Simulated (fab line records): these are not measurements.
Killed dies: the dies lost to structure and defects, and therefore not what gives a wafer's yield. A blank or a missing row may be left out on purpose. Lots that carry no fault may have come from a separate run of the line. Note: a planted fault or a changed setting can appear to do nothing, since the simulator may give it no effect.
fab line records -- flow sky130
record: lots: 5, wafers: 15, lastDay: 49
route steps=708 shown VT_ADJUST_PCH@146 SONOS_TUNNEL@154
lots that met no fault: taken from a fault-free run of the same line
startH: start of the lot's first displayed wafer, in hours after the record's first day -- waitH: hours from the lot's prior step to this one -- " unchanged from the row above -- L1.1+2: one row covering several wafers at once -- - no value, or no start was given -- * or withheld: withheld -- < > ~ a bound
route shown NAME@n: names a module that has steps shown in the file, with the first one's number in the route -- usual: average and standard deviation across the fault-free wafers -- same: alike in all rows -- chamber/n: place in a boat -- sites: readings site by site -- _std_site: standard deviation across them -- _edge_site: the outer-site mean with the inner-site mean subtracted -- radiusMm: for every site, how far away it sits from the centre of the wafer -- mask NAME#n: copy n -- behind: the most recent tool/chamber to have shaped the wafer -- hold: the reason the lot was held/the length of the hold in hours/how it ended -- device: which transistor (n, p or np) failed to switch -- end of line: the route-end tests of the same wafers -- a step given without rows: its recipe and nothing more -- killed: count of dies lost to structure and defects at first sort (not the wafer's yield) -- map: dies across one wafer; x = killed, . = not, _ = none there
set.NAME: the setting the step ran with; set.NAME@STEP: the setting that earlier step ran with -- model.NAME: the simulator's own value behind a step, which no gauge read
certain route steps with their lots: each step a table, each wafer a row
services: from which hour (startH, from the record's first day; less than 0 if before it) a tool's chamber was out of use, for how many hours, and why
== steps ==
step: SKY_VT_ADJUST_PCH_SOFTBAKE_03
recipe: tempC: 110, timeS: withheld
step: SKY_VT_ADJUST_PCH_EXPOSE_04
recipe: maskId: NWM, na: 0.6, sourceShape: conventional, sigmaOuter: 0.6, polarization: unpolarized, targetCdNm: 840, doseMj: 255
step: SKY_VT_ADJUST_PCH_PEB_05
recipe: tempC: 115, timeS: withheld
step: SKY_VT_ADJUST_PCH_DEVELOP_06
recipe: wallAngleDeg: 90, developer: TMAH, developTimeS: 60, devTempC: 23
step: SKY_VT_ADJUST_PCH_OVL_MEAS_07
usual: VT_ADJUST_PCH_OVL: 0.1/1.3
lot.wafer,tool,chamber,startH,waitH,VT_ADJUST_PCH_OVL[nm]
L361.2,overlay-02,-,246.36,-,-2.7
L361.4,overlay-02,-,246.36,-,-1.1
L361.6,overlay-02,-,246.36,-,-3.9
L363.2,overlay-01,-,264.86,-,1.9
L363.3,overlay-01,-,264.86,-,0.7
L363.5,overlay-01,-,264.86,-,0.2
L373.1,overlay-01,-,345.31,-,-0.3
L373.2,overlay-01,-,345.31,-,0.4
L373.3,overlay-01,-,345.31,-,-0.6
L375.3,overlay-02,-,357.84,-,0.9
L375.4,overlay-02,-,357.84,-,0.1
L375.5,overlay-02,-,357.84,-,-0.7
L376.2,overlay-02,-,365.08,-,-1.5
L376.3,overlay-02,-,365.08,-,-0.8
L376.6,overlay-02,-,365.08,-,-1.6
step: SKY_VT_ADJUST_PCH_IMPLANT_08
recipe: species: B, energyKev: 10, doseCm2: 5e+11, tiltDeg: withheld
step: SKY_VT_ADJUST_PCH_STRIP_09
recipe: chemistry: O2/N2, powerW: 1400, pressureMtorr: 1500, platenTempC: withheld, o2FlowSccm: 3000, n2FlowSccm: 300, overashFraction: 0.5
usual: chamberPressureMTorr: 1499.7/1.2, drypumpMotorCurrentA: 5.4/0.42, oesProductAu: 0.723/0.0042, stripTimeToEndpointS: 36.92/0.096
lot.wafer,tool,chamber,startH,waitH,chamberPressureMTorr,drypumpMotorCurrentA,oesProductAu,rfHoursCounterH,stripTimeToEndpointS
L361.2,plasmaAsher-04,0,246.54,0.1,1500.6,5.6,0.713,56,36.91
L361.4,plasmaAsher-04,1,246.54,0.1,1501.1,5.7,0.724,-,36.96
L361.6,plasmaAsher-04,0,246.54,0.1,1500.0,5.6,0.719,-,36.99
L363.2,plasmaAsher-03,1,265.04,0.1,1501.3,5.0,0.730,14,36.82
L363.3,plasmaAsher-03,0,265.04,0.1,1501.0,4.8,0.719,-,36.90
L363.5,plasmaAsher-03,1,265.04,0.1,1498.8,5.0,0.724,-,36.81
L373.1,plasmaAsher-01,1,345.49,0.1,1499.9,5.7,0.723,51,36.96
L373.2,plasmaAsher-01,0,345.49,0.1,1500.7,6.0,0.724,51,36.89
L373.3,plasmaAsher-01,1,345.49,0.1,1500.1,5.7,0.723,-,36.88
L375.3,plasmaAsher-04,1,358.04,0.1,1497.8,5.7,0.719,-,36.90
L375.4,plasmaAsher-04,0,358.04,0.1,1499.8,5.6,0.727,-,36.92
L375.5,plasmaAsher-04,1,358.04,0.1,1501.1,5.7,0.720,-,36.96
L376.2,plasmaAsher-04,0,365.26,0.1,1496.6,5.6,0.728,67,36.88
L376.3,plasmaAsher-04,1,365.26,0.1,1499.5,5.7,0.716,-,36.85
L376.6,plasmaAsher-04,1,365.26,0.1,1499.7,5.7,0.727,-,36.98
step: SKY_VT_ADJUST_PCH_TW_MEAS_10
usual: VT_ADJUST_PCH_TW: 142.0/0.9
lot.wafer,tool,chamber,startH,waitH,VT_ADJUST_PCH_TW
L361.2,filmMetro-02,-,246.65,0.1,143.3
L361.4,filmMetro-02,-,246.65,0.1,142.1
L361.6,filmMetro-02,-,246.65,0.1,143.6
L363.2,filmMetro-03,-,265.15,0.1,141.8
L363.3,filmMetro-03,-,265.15,0.1,142.1
L363.5,filmMetro-03,-,265.15,0.1,142.2
L373.1,filmMetro-01,-,345.59,0.1,140.6
L373.2,filmMetro-01,-,345.59,0.1,140.9
L373.3,filmMetro-01,-,345.59,0.1,141.4
L375.3,filmMetro-01,-,358.13,0.1,140.9
L375.4,filmMetro-01,-,358.13,0.1,141.2
L375.5,filmMetro-01,-,358.13,0.1,140.9
L376.2,filmMetro-01,-,365.37,0.1,141.5
L376.3,filmMetro-01,-,365.37,0.1,140.6
L376.6,filmMetro-01,-,365.37,0.1,140.4
step: SKY_SONOS_TUNNEL_DEHYDRATE_00
recipe: tempC: 200, timeS: 60
step: SKY_SONOS_TUNNEL_HMDS_01
recipe: primeTimeS: 60, primeTempC: 120
step: SKY_SONOS_TUNNEL_COAT_02
recipe: resist: NOVOLAK, spinRpm: 3000, resistThkNm: 1140
step: SKY_SONOS_TUNNEL_SOFTBAKE_03
recipe: tempC: 90, timeS: 60, resist: NOVOLAK
step: SKY_SONOS_TUNNEL_EXPOSE_04
recipe: maskId: TUNM, na: 0.6, sourceShape: conventional, sigmaOuter: 0.6, polarization: unpolarized, targetCdNm: 410, doseMj: 136
lot.wafer,tool,chamber,startH,waitH,mask
L361.2+4+6,ilineStepper-01,0,257.49,-,TUNM#0
L363.2+3+5,ilineStepper-01,0,276.18,-,NWM#0
L373.1+2+3,ilineStepper-02,0,358.46,-,TUNM#0
L375.3+4+5,ilineStepper-02,0,372.16,-,TUNM#0
L376.2+3+6,ilineStepper-01,0,379.97,-,TUNM#0
step: SKY_SONOS_TUNNEL_PEB_05
recipe: tempC: withheld, timeS: *, resist: NOVOLAK
step: SKY_SONOS_TUNNEL_DEVELOP_06
recipe: resist: NOVOLAK, developer: TMAH, developTimeS: 60, devTempC: 23
step: SKY_SONOS_TUNNEL_CD_MEAS_07
recipe: targetCdNm: 410
usual: cdNm: 411.1/2
lot.wafer,tool,chamber,startH,waitH,cdNm
L361.2,cdSem-01,-,268.49,0.1,412.2
L361.4,cdSem-01,-,268.49,0.1,413.8
L361.6,cdSem-01,-,268.49,0.1,413.1
L363.2,cdSem-02,-,288.29,0.1,-
L363.3,cdSem-02,-,288.29,0.1,-
L363.5,cdSem-02,-,288.29,0.1,-
L373.1,cdSem-02,-,372.52,0.1,410.2
L373.2,cdSem-02,-,372.52,0.1,413.1
L373.3,cdSem-02,-,372.52,0.1,410.3
L375.3,cdSem-01,-,386.11,0.1,411.0
L375.4,cdSem-01,-,386.11,0.1,411.7
L375.5,cdSem-01,-,386.11,0.1,412.1
L376.2,cdSem-01,-,393.63,0.1,412.3
L376.3,cdSem-01,-,393.63,0.1,411.8
L376.6,cdSem-01,-,393.63,0.1,412.3
step: SKY_SONOS_TUNNEL_OVL_MEAS_08
usual: SONOS_TUNNEL_OVL: 0.6/1.3
lot.wafer,tool,chamber,startH,waitH,SONOS_TUNNEL_OVL[nm]
L361.2,overlay-02,-,268.60,0.1,-1.2
L361.4,overlay-02,-,268.60,0.1,-0.9
L361.6,overlay-02,-,268.60,0.1,-1.9
L363.2,overlay-01,-,288.40,0.1,-
L363.3,overlay-01,-,288.40,0.1,-
L363.5,overlay-01,-,288.40,0.1,-
L373.1,overlay-01,-,372.64,0.1,1.0
L373.2,overlay-01,-,372.64,0.1,0.7
L373.3,overlay-01,-,372.64,0.1,1.8
L375.3,overlay-01,-,386.20,0.1,0.9
L375.4,overlay-01,-,386.20,0.1,-0.4
L375.5,overlay-01,-,386.20,0.1,1.2
L376.2,overlay-02,-,393.74,0.1,2.4
L376.3,overlay-02,-,393.74,0.1,1.6
L376.6,overlay-02,-,393.74,0.1,1.8
step: SKY_SONOS_TUNNEL_IMPLANT_09
recipe: species: B, energyKev: 20, doseCm2: 1e+12, tiltDeg: withheld
step: SKY_SONOS_TUNNEL_WET_ETCH_10
recipe: chemistry: dHF, targetDepthNm: 14, target: SiO2, dilution: 100:1, tempC: 25, timeS: 280
step: SKY_SONOS_TUNNEL_STRIP_11
recipe: chemistry: SPM, timeS: 600, tempC: 130
step: SKY_SONOS_TUNNEL_TW_MEAS_12
usual: SONOS_TUNNEL_TW: 197.1/1.3
lot.wafer,tool,chamber,startH,waitH,hold,SONOS_TUNNEL_TW
L361.2,filmMetro-02,-,269.05,0.0,-,196.8
L361.4,filmMetro-02,-,269.05,0.0,-,196.9
L361.6,filmMetro-02,-,269.05,0.0,-,196.9
L363.2,filmMetro-04,-,288.87,0.0,awaitDispo/0.2h/release,29.9
L363.3,filmMetro-04,-,288.87,0.0,awaitDispo/0.2h/release,29.9
L363.5,filmMetro-04,-,288.87,0.0,awaitDispo/0.2h/release,29.7
L363.2,filmMetro-04,-,289.10,0.2,-,30.1
L363.3,filmMetro-04,-,289.10,0.2,-,30.1
L363.5,filmMetro-04,-,289.10,0.2,-,29.8
L373.1,filmMetro-04,-,373.11,0.0,-,195.6
L373.2,filmMetro-04,-,373.11,0.0,-,195.1
L373.3,filmMetro-04,-,373.11,0.0,-,195.6
L375.3,filmMetro-04,-,386.68,0.0,-,196.3
L375.4,filmMetro-04,-,386.68,0.0,-,196.6
L375.5,filmMetro-04,-,386.68,0.0,-,196.8
L376.2,filmMetro-03,-,394.19,0.0,-,197.8
L376.3,filmMetro-03,-,394.19,0.0,-,197.9
L376.6,filmMetro-03,-,394.19,0.0,-,197.4
== services ==
tool,chamber,startH,hours,kind
ilineStepper-02,-,240.53,8.9,pm
plasmaAsher-04,-,258.29,1.2,repair
plasmaAsher-01,-,262.23,5.1,repair
plasmaAsher-03,-,273.48,0.4,repair
ilineStepper-01,-,276.49,2.1,pm
ilineStepper-01,-,278.57,-,consumableReplace:lamp
ilineStepper-01,-,307.06,11.4,repair
plasmaAsher-01,-,321.18,0.5,repair
ilineStepper-01,-,331.09,1.7,pm
plasmaAsher-04,-,331.88,2.0,repair
plasmaAsher-04,-,339.27,4.0,repair
plasmaAsher-04,-,346.81,2.8,pm
ilineStepper-01,-,355.30,11.9,repair
plasmaAsher-03,-,367.90,11.1,repair
== key ==
firstSign: step: SKY_SONOS_TUNNEL_EXPOSE_04, reading: mask, direction: changed
effect: step: SKY_SONOS_TUNNEL_CD_MEAS_07, reading: cdNm, direction: missing
effect: step: SKY_SONOS_TUNNEL_OVL_MEAS_08, reading: SONOS_TUNNEL_OVL, direction: missing
effect: step: SKY_SONOS_TUNNEL_TW_MEAS_12, reading: visit, direction: added
effect: step: SKY_SONOS_TUNNEL_TW_MEAS_12, reading: SONOS_TUNNEL_TW, direction: down, sigmas: 99+, usual: 197.1, struck: 29.9
metAt SKY_SONOS_TUNNEL_EXPOSE_04
struckWafers L363.2,L363.3,L363.5
scrappedBehind SKY_SONOS_TUNNEL_TW_MEAS_12 L363.2,L363.3,L363.5
onsetBetween 257.49 276.18
fault: kind: wrongMask, tool: any, chamber: -, onsetH: 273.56, steps: SKY_SONOS_TUNNEL_EXPOSE_04, auxCopy: NWM#0, scope: struckLotsOnly
